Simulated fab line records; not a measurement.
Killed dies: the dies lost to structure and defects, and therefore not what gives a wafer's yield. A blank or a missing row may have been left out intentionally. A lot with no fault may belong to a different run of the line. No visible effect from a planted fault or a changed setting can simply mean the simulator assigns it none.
Chamber matching | flow sky130 | SKY_VIA2_CMP_02 on cmp-01: 4 sister chambers
The step polishes SiO2. 7 wafers are shown with their chamber, then 8 later ones without.

WAFERS PAIRED WITH THEIR CHAMBERS
wafer  | chamber | motor-current-A (A)
L136.2 | 0       | 11.3
L146.3 | 1       | 12.6
L146.5 | 1       | 13.3
L151.1 | 3       | 12.3
L151.3 | 2       | 12.4
L151.4 | 0       | 11.7
L154.1 | 2       | 12.4

WAFERS WITH NO CHAMBER GIVEN
wafer  | motor-current-A (A)
L154.4 | 13.3
L154.5 | 12.8
L157.1 | 12.7
L157.3 | 12.5
L157.6 | 11.4
L158.1 | 12.1
L158.4 | 12.9
L158.6 | 13.1

WHICH CHAMBER EACH ONE RAN IN
wafer  | from the rows above               | in truth
L154.4 | can't be placed: 1 or 2 or 3      | 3
L154.5 | can't be placed: 1 or 2 or 3      | 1
L157.1 | can't be placed: 1 or 2 or 3      | 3
L157.3 | can't be placed: 2 or 3 or 1      | 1
L157.6 | 0                                 | 0
L158.1 | can't be placed: 3 or 2 or 0 or 1 | 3
L158.4 | can't be placed: 1 or 2 or 3      | 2
L158.6 | can't be placed: 1 or 2 or 3      | 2
Correctly placed: 1 of 8. Can't be placed from these rows: 7 (the true chamber is among the candidates in 7). Placed wrongly: 0.
How it was worked out, from the rows above alone: a wafer's distance from a chamber is the root of the sum, over the readings, of the square of ((its reading less the chamber's mean) divided by the reading's scatter). The wafer belongs to the nearest chamber; if the next one is less than 2 further off, it can't be placed. A chamber's mean is the mean of its shown wafers. How the scatter is found: for the shown wafers, subtract from each reading the mean of its chamber, square and add these, divide the total by (wafers less chambers), then take the root.
